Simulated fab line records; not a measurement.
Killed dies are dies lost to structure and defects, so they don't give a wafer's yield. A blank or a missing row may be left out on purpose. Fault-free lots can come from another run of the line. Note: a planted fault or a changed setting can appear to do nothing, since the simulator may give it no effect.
Which tool did it? || flow sky130 || 13 lots with 39 wafers sampled at 4 steps, on a route of 708 steps

## WHAT THE GAUGES SHOWED, per wafer
SKY_SONOS_TUNNEL_TW_MEAS_12. Usual: SONOS_TUNNEL_TW typically reads 197.1, with standard deviation 1.4.
{"lot": "L317", "measured": "day 11 22:08", "on": "film_metro-01", "SONOS_TUNNEL_TW": "198.3 198.2 199.4", "flag": ""}
{"lot": "L318", "measured": "day 12 04:28", "on": "film_metro-02", "SONOS_TUNNEL_TW": "196.4 197.4 197.3", "flag": ""}
{"lot": "L320", "measured": "day 13 05:06", "on": "film_metro-04", "SONOS_TUNNEL_TW": "195.4 195.0 194.6", "flag": ""}
{"lot": "L323", "measured": "day 14 03:20", "on": "film_metro-04", "SONOS_TUNNEL_TW": "196.8 196.7 195.4", "flag": ""}
{"lot": "L324", "measured": "day 14 07:56", "on": "film_metro-04", "SONOS_TUNNEL_TW": "195.8 196.2 197.1", "flag": ""}
{"lot": "L325", "measured": "day 15 02:28", "on": "film_metro-02", "SONOS_TUNNEL_TW": "196.7 196.0 195.5", "flag": ""}
{"lot": "L326", "measured": "day 15 04:04", "on": "film_metro-01", "SONOS_TUNNEL_TW": "199.8 198.5 198.3", "flag": ""}
{"lot": "L331", "measured": "day 16 17:21", "on": "film_metro-01", "SONOS_TUNNEL_TW": "198.6 198.1 198.7", "flag": ""}
{"lot": "L332", "measured": "day 17 05:41", "on": "film_metro-02", "SONOS_TUNNEL_TW": "196.8 196.3 196.9", "flag": ""}
{"lot": "L333", "measured": "day 17 10:52", "on": "film_metro-01", "SONOS_TUNNEL_TW": "198.2 197.6 197.4", "flag": ""}
{"lot": "L334", "measured": "day 17 23:14", "on": "film_metro-02", "SONOS_TUNNEL_TW": "196.3 196.0 196.0", "flag": ""}
{"lot": "L335", "measured": "day 18 05:45", "on": "film_metro-02", "SONOS_TUNNEL_TW": "198.7 198.3 199.4", "flag": ""}
{"lot": "L338", "measured": "day 19 00:53", "on": "film_metro-04", "SONOS_TUNNEL_TW": "194.9 195.2 194.2", "flag": ""}

SKY_GATE_OXIDE_TW_MEAS_14. Usual: GATE_OXIDE_TW typically reads 223.0, with standard deviation 1.1.
{"lot": "L317", "measured": "day 14 11:45", "on": "film_metro-02", "GATE_OXIDE_TW": "224.6 223.4 223.6", "flag": ""}
{"lot": "L318", "measured": "day 14 18:05", "on": "film_metro-03", "GATE_OXIDE_TW": "222.9 223.8 223.1", "flag": ""}
{"lot": "L320", "measured": "day 15 19:44", "on": "film_metro-04", "GATE_OXIDE_TW": "221.9 221.4 221.9", "flag": ""}
{"lot": "L323", "measured": "day 16 19:59", "on": "film_metro-02", "GATE_OXIDE_TW": "222.8 223.9 223.5", "flag": ""}
{"lot": "L324", "measured": "day 16 22:57", "on": "film_metro-03", "GATE_OXIDE_TW": "222.9 223.3 222.0", "flag": ""}
{"lot": "L325", "measured": "day 17 17:16", "on": "film_metro-02", "GATE_OXIDE_TW": "223.7 222.5 222.8", "flag": ""}
{"lot": "L326", "measured": "day 17 21:31", "on": "film_metro-03", "GATE_OXIDE_TW": "224.1 223.7 221.8", "flag": ""}
{"lot": "L331", "measured": "day 19 12:20", "on": "film_metro-04", "GATE_OXIDE_TW": "220.5 220.5 221.1", "flag": ""}
{"lot": "L332", "measured": "day 20 01:31", "on": "film_metro-02", "GATE_OXIDE_TW": "222.6 221.6 223.6", "flag": ""}
{"lot": "L333", "measured": "day 20 06:24", "on": "film_metro-04", "GATE_OXIDE_TW": "222.8 223.7 222.8", "flag": ""}
{"lot": "L334", "measured": "day 20 20:12", "on": "film_metro-03", "GATE_OXIDE_TW": "222.3 222.8 222.9", "flag": ""}
{"lot": "L335", "measured": "day 21 01:16", "on": "film_metro-03", "GATE_OXIDE_TW": "225.3 226.4 223.8", "flag": ""}
{"lot": "L338", "measured": "day 21 23:33", "on": "film_metro-02", "GATE_OXIDE_TW": "223.0 224.9 223.7", "flag": ""}

## WHAT TOOL EACH LOT RAN ON (gives the tool, then ch and the chambers of the sampled wafers, and finally the start)
{"lot": "L317", "SKY_DNWELL_STRIP_08": "plasma_asher-04 ch 0,1, day 3 14:40", "SKY_NWELL_IMPLANT_24": "implanter-04 ch 0, day 5 17:38"}
{"lot": "L318", "SKY_DNWELL_STRIP_08": "plasma_asher-04 ch 0,1, day 3 18:04", "SKY_NWELL_IMPLANT_24": "implanter-01 ch 0, day 5 21:53"}
{"lot": "L320", "SKY_DNWELL_STRIP_08": "plasma_asher-01 ch 0,1, day 4 11:31", "SKY_NWELL_IMPLANT_24": "implanter-04 ch 0, day 6 15:55"}
{"lot": "L323", "SKY_DNWELL_STRIP_08": "plasma_asher-01 ch 0,1, day 5 01:37", "SKY_NWELL_IMPLANT_24": "implanter-01 ch 0, day 7 09:14"}
{"lot": "L324", "SKY_DNWELL_STRIP_08": "plasma_asher-02 ch 1, day 5 06:34", "SKY_NWELL_IMPLANT_24": "implanter-03 ch 0, day 7 14:39"}
{"lot": "L325", "SKY_DNWELL_STRIP_08": "plasma_asher-02 ch 0, day 5 17:25", "SKY_NWELL_IMPLANT_24": "implanter-04 ch 0, day 8 04:25"}
{"lot": "L326", "SKY_DNWELL_STRIP_08": "plasma_asher-01 ch 0,1, day 5 19:51", "SKY_NWELL_IMPLANT_24": "implanter-01 ch 0, day 8 06:16"}
{"lot": "L331", "SKY_DNWELL_STRIP_08": "plasma_asher-02 ch 0, day 6 20:13", "SKY_NWELL_IMPLANT_24": "implanter-01 ch 0, day 9 09:11"}
{"lot": "L332", "SKY_DNWELL_STRIP_08": "plasma_asher-04 ch 0,1, day 7 03:46", "SKY_NWELL_IMPLANT_24": "implanter-01 ch 0, day 9 18:19"}
{"lot": "L333", "SKY_DNWELL_STRIP_08": "plasma_asher-04 ch 0,1, day 7 07:08", "SKY_NWELL_IMPLANT_24": "implanter-01 ch 0, day 9 21:46"}
{"lot": "L334", "SKY_DNWELL_STRIP_08": "plasma_asher-04 ch 0,1, day 7 15:49", "SKY_NWELL_IMPLANT_24": "implanter-04 ch 0, day 10 06:55"}
{"lot": "L335", "SKY_DNWELL_STRIP_08": "plasma_asher-04 ch 0,1, day 7 20:18", "SKY_NWELL_IMPLANT_24": "implanter-01 ch 0, day 10 12:36"}
{"lot": "L338", "SKY_DNWELL_STRIP_08": "plasma_asher-04 ch 1, day 8 08:43", "SKY_NWELL_IMPLANT_24": "implanter-04 ch 0, day 11 05:08"}
- SKY_DNWELL_STRIP_08: strips in O2/N2.
- SKY_NWELL_IMPLANT_24

## AS READ BY THE TOOLS THEMSELVES (means over the sampled wafers that have a number; for cases with no such wafer, the mark the record gives instead)
SKY_DNWELL_STRIP_08. Usual: drypump_motor_current_A 6.1 A, standard deviation 0.46; oes_product_au 0.722 a.u., standard deviation 0.0047; strip_time_to_endpoint_s 36.93 s, standard deviation 0.11.
{"lot": "L317", "tool": "plasma_asher-04", "drypump_motor_current_A (A)": 5.7, "oes_product_au (a.u.)": 0.724, "strip_time_to_endpoint_s (s)": 36.96, "flag": ""}
{"lot": "L318", "tool": "plasma_asher-04", "drypump_motor_current_A (A)": 5.7, "oes_product_au (a.u.)": 0.718, "strip_time_to_endpoint_s (s)": 36.89, "flag": ""}
{"lot": "L320", "tool": "plasma_asher-01", "drypump_motor_current_A (A)": 6.2, "oes_product_au (a.u.)": 0.721, "strip_time_to_endpoint_s (s)": 36.91, "flag": ""}
{"lot": "L323", "tool": "plasma_asher-01", "drypump_motor_current_A (A)": 6.2, "oes_product_au (a.u.)": 0.721, "strip_time_to_endpoint_s (s)": 36.88, "flag": ""}
{"lot": "L324", "tool": "plasma_asher-02", "drypump_motor_current_A (A)": 6.4, "oes_product_au (a.u.)": 0.724, "strip_time_to_endpoint_s (s)": 37.01, "flag": ""}
{"lot": "L325", "tool": "plasma_asher-02", "drypump_motor_current_A (A)": 6.6, "oes_product_au (a.u.)": 0.722, "strip_time_to_endpoint_s (s)": 36.94, "flag": ""}
{"lot": "L326", "tool": "plasma_asher-01", "drypump_motor_current_A (A)": 6.2, "oes_product_au (a.u.)": 0.720, "strip_time_to_endpoint_s (s)": 36.91, "flag": ""}
{"lot": "L331", "tool": "plasma_asher-02", "drypump_motor_current_A (A)": 6.6, "oes_product_au (a.u.)": 0.718, "strip_time_to_endpoint_s (s)": 36.94, "flag": ""}
{"lot": "L332", "tool": "plasma_asher-04", "drypump_motor_current_A (A)": 5.7, "oes_product_au (a.u.)": 0.719, "strip_time_to_endpoint_s (s)": 37.11, "flag": ""}
{"lot": "L333", "tool": "plasma_asher-04", "drypump_motor_current_A (A)": 5.7, "oes_product_au (a.u.)": 0.725, "strip_time_to_endpoint_s (s)": 36.73, "flag": ""}
{"lot": "L334", "tool": "plasma_asher-04", "drypump_motor_current_A (A)": 5.9, "oes_product_au (a.u.)": 0.725, "strip_time_to_endpoint_s (s)": 37.03, "flag": ""}
{"lot": "L335", "tool": "plasma_asher-04", "drypump_motor_current_A (A)": 5.9, "oes_product_au (a.u.)": 0.722, "strip_time_to_endpoint_s (s)": 36.78, "flag": ""}
{"lot": "L338", "tool": "plasma_asher-04", "drypump_motor_current_A (A)": 6.0, "oes_product_au (a.u.)": 0.718, "strip_time_to_endpoint_s (s)": 36.85, "flag": ""}

SKY_NWELL_IMPLANT_24. Usual: beam_energy_keV 140.02, standard deviation 0.042; dose_ions_cm2 9.2e+12, standard deviation 8.8e+09.
{"lot": "L317", "tool": "implanter-04", "beam_energy_keV": 139.99, "dose_ions_cm2": 9.2e+12, "flag": ""}
{"lot": "L318", "tool": "implanter-01", "beam_energy_keV": 139.96, "dose_ions_cm2": 9.2e+12, "flag": ""}
{"lot": "L320", "tool": "implanter-04", "beam_energy_keV": 140.06, "dose_ions_cm2": 9.2e+12, "flag": ""}
{"lot": "L323", "tool": "implanter-01", "beam_energy_keV": 140.00, "dose_ions_cm2": 9.2e+12, "flag": ""}
{"lot": "L324", "tool": "implanter-03", "beam_energy_keV": 140.02, "dose_ions_cm2": 9.2e+12, "flag": ""}
{"lot": "L325", "tool": "implanter-04", "beam_energy_keV": 139.96, "dose_ions_cm2": 9.2e+12, "flag": ""}
{"lot": "L326", "tool": "implanter-01", "beam_energy_keV": 140.01, "dose_ions_cm2": 9.2e+12, "flag": ""}
{"lot": "L331", "tool": "implanter-01", "beam_energy_keV": 139.99, "dose_ions_cm2": 9.2e+12, "flag": ""}
{"lot": "L332", "tool": "implanter-01", "beam_energy_keV": 129.02, "dose_ions_cm2": 9.2e+12, "flag": "OFF"}
{"lot": "L333", "tool": "implanter-01", "beam_energy_keV": 129.08, "dose_ions_cm2": 9.2e+12, "flag": "OFF"}
{"lot": "L334", "tool": "implanter-04", "beam_energy_keV": 139.98, "dose_ions_cm2": 9.2e+12, "flag": ""}
{"lot": "L335", "tool": "implanter-01", "beam_energy_keV": 129.04, "dose_ions_cm2": 9.2e+12, "flag": "OFF"}
{"lot": "L338", "tool": "implanter-04", "beam_energy_keV": 139.98, "dose_ions_cm2": 9.2e+12, "flag": ""}

## THE ANSWER, worked out from the rows above alone
Rule: a lot is off if the mean of its wafers that have a number lies more than 3 standard deviations from the usual mean. Also off: a lot with no number at a reading for which 4 or more lots have one. Where the step has rows for the other lots, those lots are counted as sound. The gauges are gone through in route order, then the tools' own readings, and for those a lot's mean is taken as printed above. At the first step where some lot is off, the reading lying furthest off is the one used; lots without a number count as furthest.
Off, at SKY_NWELL_IMPLANT_24 on beam_energy_keV: L332, L333, L335.
If a tool, at that step or one of the process steps before it, ran each lot that is off and ran no sound lot following the first of them, it fits. One fits: SKY_NWELL_IMPLANT_24 on implanter-01. Its last sound lot is L331 (day 9 09:11), its first lot that is off L332 (day 9 18:19): a fault that began between those two fits.
On the lots that are off, the tool's own readings at SKY_NWELL_IMPLANT_24 differ by more than 5 times the standard deviation of the sound lots' means, which bears it out; beam_energy_keV reads 129.05 there versus 140.00 on the sound lots.

## WHAT WAS PUT IN BY THE SIMULATOR
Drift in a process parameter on implanter-01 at SKY_NWELL_IMPLANT_24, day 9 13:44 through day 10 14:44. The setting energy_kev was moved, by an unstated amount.
Shown lots that were struck: L332, L333, L335. The rule above found the same.
